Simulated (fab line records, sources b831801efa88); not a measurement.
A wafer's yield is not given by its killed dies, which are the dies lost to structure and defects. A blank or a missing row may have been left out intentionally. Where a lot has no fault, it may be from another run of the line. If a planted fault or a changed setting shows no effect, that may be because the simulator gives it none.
Which tool is to blame? || flow gf180mcu || Sampling: 14 lots, 42 wafers, 2 of 602 route steps

## WHAT THE GAUGES SHOWED, per wafer
GF_CONTACT_THK_MEAS_03. Usual: CONTACT_CVD_02_THK typically reads 857 nm, with standard deviation 11.
{"lot": "L821", "measured": "day 15 03:14", "on": "film_metro-03", "CONTACT_CVD_02_THK (nm)": "860 849 852", "flag": ""}
{"lot": "L823", "measured": "day 15 22:15", "on": "film_metro-03", "CONTACT_CVD_02_THK (nm)": "858 867 864", "flag": ""}
{"lot": "L824", "measured": "day 16 00:31", "on": "film_metro-03", "CONTACT_CVD_02_THK (nm)": "846 846 861", "flag": ""}
{"lot": "L826", "measured": "day 16 23:17", "on": "film_metro-01", "CONTACT_CVD_02_THK (nm)": "850 867 870", "flag": ""}
{"lot": "L827", "measured": "day 17 08:59", "on": "film_metro-02", "CONTACT_CVD_02_THK (nm)": "868 876 868", "flag": ""}
{"lot": "L828", "measured": "day 17 14:43", "on": "film_metro-03", "CONTACT_CVD_02_THK (nm)": "854 856 857", "flag": ""}
{"lot": "L833", "measured": "day 19 16:43", "on": "film_metro-03", "CONTACT_CVD_02_THK (nm)": "846 855 869", "flag": ""}
{"lot": "L834", "measured": "day 19 22:59", "on": "film_metro-03", "CONTACT_CVD_02_THK (nm)": "844 852 856", "flag": ""}
{"lot": "L836", "measured": "day 20 19:59", "on": "film_metro-03", "CONTACT_CVD_02_THK (nm)": "843 855 855", "flag": ""}
{"lot": "L837", "measured": "day 21 00:16", "on": "film_metro-03", "CONTACT_CVD_02_THK (nm)": "844 832 857", "flag": ""}
{"lot": "L838", "measured": "day 21 04:56", "on": "film_metro-02", "CONTACT_CVD_02_THK (nm)": "847 877 859", "flag": ""}
{"lot": "L839", "measured": "day 21 14:43", "on": "film_metro-02", "CONTACT_CVD_02_THK (nm)": "860 852 852", "flag": ""}
{"lot": "L841", "measured": "day 22 08:23", "on": "film_metro-01", "CONTACT_CVD_02_THK (nm)": "852 871 872", "flag": ""}
{"lot": "L843", "measured": "day 22 22:07", "on": "film_metro-02", "CONTACT_CVD_02_THK (nm)": "865 835 853", "flag": ""}

GF_CONTACT_CD_MEAS_14: the cd target is 220 nm. Usual: cd_nm at 220.3 nm, with a standard deviation of 1.3.
{"lot": "L821", "measured": "day 16 01:18", "on": "cd_sem-01", "cd_nm (nm)": "218.5 220.3 221.2", "flag": ""}
{"lot": "L823", "measured": "day 16 20:49", "on": "cd_sem-01", "cd_nm (nm)": "222.9 221.8 222.6", "flag": ""}
{"lot": "L824", "measured": "day 16 23:00", "on": "cd_sem-01", "cd_nm (nm)": "221.0 221.6 221.4", "flag": ""}
{"lot": "L826", "measured": "day 17 23:20", "on": "cd_sem-02", "cd_nm (nm)": "220.7 222.0 221.4", "flag": ""}
{"lot": "L827", "measured": "day 18 09:16", "on": "cd_sem-01", "cd_nm (nm)": "219.9 220.0 220.7", "flag": ""}
{"lot": "L828", "measured": "day 18 14:53", "on": "cd_sem-02", "cd_nm (nm)": "218.3 216.9 217.4", "flag": ""}
{"lot": "L833", "measured": "day 20 17:40", "on": "cd_sem-02", "cd_nm (nm)": "221.8 222.4 219.1", "flag": ""}
{"lot": "L834", "measured": "day 20 23:21", "on": "cd_sem-01", "cd_nm (nm)": "219.2 217.6 219.0", "flag": ""}
{"lot": "L836", "measured": "day 21 19:53", "on": "cd_sem-02", "cd_nm (nm)": "220.7 220.3 220.9", "flag": ""}
{"lot": "L837", "measured": "day 22 01:02", "on": "cd_sem-02", "cd_nm (nm)": "218.8 219.6 219.3", "flag": ""}
{"lot": "L838", "measured": "day 22 04:50", "on": "cd_sem-02", "cd_nm (nm)": "222.0 220.8 220.4", "flag": ""}
{"lot": "L839", "measured": "day 22 14:31", "on": "cd_sem-02", "cd_nm (nm)": "221.1 221.2 220.0", "flag": ""}
{"lot": "L841", "measured": "day 23 07:52", "on": "cd_sem-02", "cd_nm (nm)": "220.4 220.7 220.2", "flag": ""}
{"lot": "L843", "measured": "day 23 21:12", "on": "cd_sem-01", "cd_nm (nm)": "219.4 219.6 219.8", "flag": ""}

## WHAT TOOL EACH LOT RAN ON (gives the tool, then ch and the chambers of the sampled wafers, and finally the start)
The record shows no process step preceding these readings.

## WHAT THE TOOLS THEMSELVES READ (means of the sampled wafers that have a number; where no wafer has one, the mark that the record gives instead)
The record holds no such reading with a usual standard deviation.

## THE ANSWER, worked out from the rows above alone
Rule: take the mean of a lot's wafers that have a number; if it is more than 3 standard deviations from the usual mean, the lot is off. A lot without any number at a reading at which 4 lots or more have one is off too. All remaining lots with rows at the step are treated as sound. After the gauges, taken in route order, come the tools' own readings; for these a lot's mean is taken, as printed above. At the first step where some lot is off, the reading lying furthest off is the one used; lots without a number count as furthest.
None of the lots is off at any reading shown; this tells nothing.

## WHAT THE SIMULATOR HAD INSERTED
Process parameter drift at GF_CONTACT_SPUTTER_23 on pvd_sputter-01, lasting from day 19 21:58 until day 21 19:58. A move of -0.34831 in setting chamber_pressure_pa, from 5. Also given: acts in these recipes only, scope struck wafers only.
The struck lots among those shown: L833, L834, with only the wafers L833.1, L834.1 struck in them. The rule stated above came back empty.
